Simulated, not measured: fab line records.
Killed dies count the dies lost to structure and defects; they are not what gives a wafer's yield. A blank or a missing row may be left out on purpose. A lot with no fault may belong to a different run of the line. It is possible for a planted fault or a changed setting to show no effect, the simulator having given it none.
Which tool did it? -- flow gf180mcu -- Sampling: 13 lots, 39 wafers, 5 of 602 route steps

## WHAT EACH GAUGE READ, for each wafer
GF_V5_BOW_MEAS_05.
lot,measured,on,V5_BOW (um)
L678,day 26 17:53,filmMetro-02,120 123 120
L679,day 26 20:39,filmMetro-02,110 118 122
L680,day 27 03:17,filmMetro-03,141 131 133
L681,day 27 15:04,filmMetro-02,139 136 136
L682,day 28 01:43,filmMetro-03,145 144 131
L687,day 29 13:08,filmMetro-03,136 124 129
L688,day 29 16:34,filmMetro-04,124 126 123
L693,day 31 07:41,filmMetro-04,125 132 125
L694,day 31 08:44,filmMetro-02,136 140 149
L697,day 32 04:35,filmMetro-04,131 129 144
L698,day 32 08:40,filmMetro-04,140 139 125
L699,day 32 12:11,filmMetro-02,131 129 137
L700,day 32 18:11,filmMetro-04,124 122 131

GF_V5_OVL_MEAS_15.
lot,measured,on,V5_OVL (nm)
L678,day 27 14:52,overlay-02,-2 -11 -8
L679,day 27 17:28,overlay-01,-17 -19 -22
L680,day 28 00:09,overlay-01,1 -2 9
L681,day 28 10:34,overlay-01,-5 -3 -5
L682,day 28 21:16,overlay-02,-4 5 -7
L687,day 30 07:24,overlay-02,-6 -5 -6
L688,day 30 11:12,overlay-02,5 -2 -8
L693,day 32 00:45,overlay-02,-16 -8 -6
L694,day 32 02:25,overlay-02,0 6 1
L697,day 32 20:54,overlay-01,-1 -2 3
L698,day 33 00:42,overlay-01,-2 -3 -4
L699,day 33 04:49,overlay-01,-13 -18 -4
L700,day 33 10:31,overlay-01,-10 -10 -13

GF_V5_RS_MEAS_24: a four-point-probe measurement.
lot,measured,on,V5_W_RS (ohm/sq)
L678,day 27 15:52,filmMetro-04,0.327 0.329 0.328
L679,day 27 18:28,filmMetro-04,0.323 0.326 0.326
L680,day 28 01:05,filmMetro-03,0.328 0.325 0.327
L681,day 28 11:32,filmMetro-03,0.331 0.330 0.332
L682,day 28 22:21,filmMetro-03,0.333 0.335 0.332
L687,day 30 08:20,filmMetro-03,0.321 0.326 0.324
L688,day 30 12:08,filmMetro-03,0.325 0.324 0.329
L693,day 32 01:43,filmMetro-03,0.329 0.327 0.329
L694,day 32 03:24,filmMetro-03,0.328 0.324 0.325
L697,day 32 21:55,filmMetro-02,0.324 0.328 0.325
L698,day 33 01:38,filmMetro-03,0.321 0.324 0.321
L699,day 33 05:46,filmMetro-02,0.327 0.324 0.320
L700,day 33 11:28,filmMetro-04,0.325 0.325 0.321

## TOOL THAT RAN EACH LOT (tool first, then ch and the chambers of the sampled wafers, then the start)
lot,GF_V5_CMP_04,GF_V5_ETCH_17
L678,"cmp-02 ch 0,3, day 26 17:33","rieDiel-04 ch 2,3, day 27 15:52 or earlier"
L679,"cmp-02 ch 1,2, day 26 20:22","rieDiel-03 ch 0,2,3, day 27 18:28 or earlier"
L680,"cmp-01 ch 0,1,2, day 27 02:59","rieDiel-02 ch 0,1,2, day 28 01:05 or earlier"
L681,"cmp-02 ch 0,1,3, day 27 14:51","rieDiel-02 ch 0,1,2, day 28 11:32 or earlier"
L682,"cmp-02 ch 0,1,3, day 28 01:31","rieDiel-04 ch 2,3, day 28 22:21 or earlier"
L687,"cmp-01 ch 0,1,3, day 29 12:56","rieDiel-02 ch 0,1,2, day 30 08:20 or earlier"
L688,"cmp-02 ch 1,2,3, day 29 16:19","rieDiel-04 ch 1,2,3, day 30 12:08 or earlier"
L693,"cmp-02 ch 0,2, day 31 07:26","rieDiel-02 ch 1,2, day 32 01:43 or earlier"
L694,"cmp-02 ch 0,1,2, day 31 08:27","rieDiel-02 ch 0,1, day 32 03:24 or earlier"
L697,"cmp-02 ch 0,1,2, day 32 04:17","rieDiel-03 ch 2,3, day 32 21:55 or earlier"
L698,"cmp-01 ch 1,2, day 32 08:22","rieDiel-04 ch 0,2,3, day 33 01:38 or earlier"
L699,"cmp-02 ch 0,1,3, day 32 11:50","rieDiel-03 ch 0,3, day 33 05:46 or earlier"
L700,"cmp-01 ch 1,2,3, day 32 17:55","rieDiel-02 ch 0,2,3, day 33 11:28 or earlier"
- GF_V5_CMP_04: polishes SiO2.
- GF_V5_ETCH_17: etches SiO2 in C4F8/O2/Ar, stops on TiN, target depth 855 nm.

## WHAT THE TOOLS THEMSELVES READ (means of the sampled wafers that have a number; where no wafer has one, the mark that the record gives instead)
GF_V5_CMP_04.
lot,tool,motorCurrentA (A)
L678,cmp-02,11.9
L679,cmp-02,11.9
L680,cmp-01,12.1
L681,cmp-02,12.0
L682,cmp-02,11.6
L687,cmp-01,12.5
L688,cmp-02,12.2
L693,cmp-02,11.9
L694,cmp-02,11.5
L697,cmp-02,11.8
L698,cmp-01,12.5
L699,cmp-02,11.8
L700,cmp-01,12.6

GF_V5_ETCH_17.
lot,tool,oesProductAu (a.u.)
L678,rieDiel-04,0.860
L679,rieDiel-03,0.859
L680,rieDiel-02,0.862
L681,rieDiel-02,0.857
L682,rieDiel-04,0.861
L687,rieDiel-02,0.846
L688,rieDiel-04,0.858
L693,rieDiel-02,0.859
L694,rieDiel-02,0.860
L697,rieDiel-03,0.861
L698,rieDiel-04,0.860
L699,rieDiel-03,0.862
L700,rieDiel-02,0.858

## THE ANSWER, worked out from the rows above alone
Rule: what is usual is taken from the lots themselves. The widest of any qualifying gaps counts: lots, ordered by their means at a reading, are off when they make up no more than a third of the lots, leave a main group of 4 or more, and stand apart from it by 3 or more times the standard deviation of that group's means. If all means in a main group match to the digits the tables above print for the reading, that group is not used. A lot without any number at a reading at which 4 lots or more have one is off too. The other lots that the step has rows for count as sound. First the gauges in route order, then the tools' own readings, where a lot's mean is used as printed above. The first step at which some lot is off is used, and at that step the reading that is off furthest; a lot without a number counts as furthest.
Off at GF_V5_ETCH_17 (oesProductAu): L687. Main group: mean 0.860 a.u., sd 0.0015.
If a tool, at that step or one of the process steps before it, ran each lot that is off and ran no sound lot following the first of them, it fits. Because GF_V5_ETCH_17 lacks a start for some lots, the hours and order of its lots are taken from GF_V5_RS_MEAS_24. No candidate that was tried fits.

## WHAT THE SIMULATOR HAD INSERTED
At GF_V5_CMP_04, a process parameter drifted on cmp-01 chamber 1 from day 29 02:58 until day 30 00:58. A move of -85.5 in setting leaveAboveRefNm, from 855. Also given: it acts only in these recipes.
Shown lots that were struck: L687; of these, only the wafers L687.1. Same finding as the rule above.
